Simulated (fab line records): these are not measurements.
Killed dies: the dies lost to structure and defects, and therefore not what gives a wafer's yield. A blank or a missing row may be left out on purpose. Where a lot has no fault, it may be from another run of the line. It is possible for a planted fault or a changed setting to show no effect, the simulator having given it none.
Which of the tools did it?    flow sky130    Sampling: 14 lots, 42 wafers, 2 of 708 route steps

WHAT THE GAUGES SHOWED, per wafer
SKY_CONTACT_THK_MEAS_01. Usual: CONTACT_CVD_00_THK gives 75.0 nm (standard deviation 0.92).
lot   measured      on             CONTACT_CVD_00_THK (nm)  flag
L806  day 30 16:35  film-metro-04  73.0 75.6 73.9           
L807  day 31 22:16  film-metro-02  75.2 74.6 75.7           
L813  day 33 08:54  film-metro-02  74.1 74.0 75.7           
L814  day 33 12:56  film-metro-02  76.3 75.5 75.4           
L816  day 34 05:26  film-metro-02  74.2 74.4 75.6           
L817  day 34 06:41  film-metro-04  75.2 74.5 74.5           
L818  day 34 14:23  film-metro-01  73.5 74.5 75.4           
L820  day 34 17:40  film-metro-01  75.6 73.5 76.6           
L821  day 34 22:22  film-metro-02  74.7 75.5 75.1           
L822  day 34 23:22  film-metro-02  74.3 75.0 75.3           
L824  day 36 10:53  film-metro-02  75.2 73.9 76.0           
L827  day 37 00:18  film-metro-04  74.9 73.4 75.7           
L826  day 37 00:28  film-metro-02  74.5 75.7 75.7           
L828  day 37 02:59  film-metro-01  74.4 74.6 75.2           

WHICH TOOL RAN EACH LOT (tool, then ch and the chambers of the sampled wafers, then the start)
lot   SKY_CONTACT_CVD_00
L806  pecvd-04 ch 0,1, day 30 16:32
L807  pecvd-02 ch 0,1, day 31 22:13
L813  pecvd-04 ch 0,1,2, day 33 08:52
L814  pecvd-03 ch 0,1,2, day 33 12:53
L816  pecvd-03 ch 1,2, day 34 05:23
L817  pecvd-02 ch 0,2, day 34 06:38
L818  pecvd-03 ch 0,1, day 34 14:20
L820  pecvd-04 ch 0,1,2, day 34 17:37
L821  pecvd-03 ch 0,2, day 34 22:19
L822  pecvd-02 ch 1,2, day 34 23:20
L824  pecvd-03 ch 0,1,2, day 36 10:50
L827  pecvd-04 ch 0,1, day 37 00:15
L826  pecvd-03 ch 1,2, day 37 00:26
L828  pecvd-02 ch 1,2, day 37 02:57
- SKY_CONTACT_CVD_00: deposits Si3N4, target thk 75 nm.

WHAT THE TOOLS THEMSELVES READ (means of the sampled wafers that have a number; where no wafer has one, the mark that the record gives instead)
SKY_CONTACT_CVD_00. Usual: 737 W for heater-power-w, sd 76.
lot   tool      heater-power-w (W)  flag
L806  pecvd-04  777                 
L807  pecvd-02  641                 
L813  pecvd-04  809                 
L814  pecvd-03  701                 
L816  pecvd-03  716                 
L817  pecvd-02  679                 
L818  pecvd-03  762                 
L820  pecvd-04  793                 
L821  pecvd-03  783                 
L822  pecvd-02  737                 
L824  pecvd-03  741                 
L827  pecvd-04  836                 
L826  pecvd-03  738                 
L828  pecvd-02  769                 

THE ANSWER, worked out from the rows above alone
Rule: a lot is off if the mean of its wafers that have a number lies more than 3 standard deviations from the usual mean. Also off: a lot with no number at a reading for which 4 or more lots have one. Where the step has rows for the other lots, those lots are counted as sound. First the gauges in route order, then the tools' own readings, where a lot's mean is used as printed above. At the first step where some lot is off, the reading lying furthest off is the one used; lots without a number count as furthest.
No lot is off on any of the readings shown, so nothing can be concluded from this.

WHAT THE SIMULATOR PUT IN
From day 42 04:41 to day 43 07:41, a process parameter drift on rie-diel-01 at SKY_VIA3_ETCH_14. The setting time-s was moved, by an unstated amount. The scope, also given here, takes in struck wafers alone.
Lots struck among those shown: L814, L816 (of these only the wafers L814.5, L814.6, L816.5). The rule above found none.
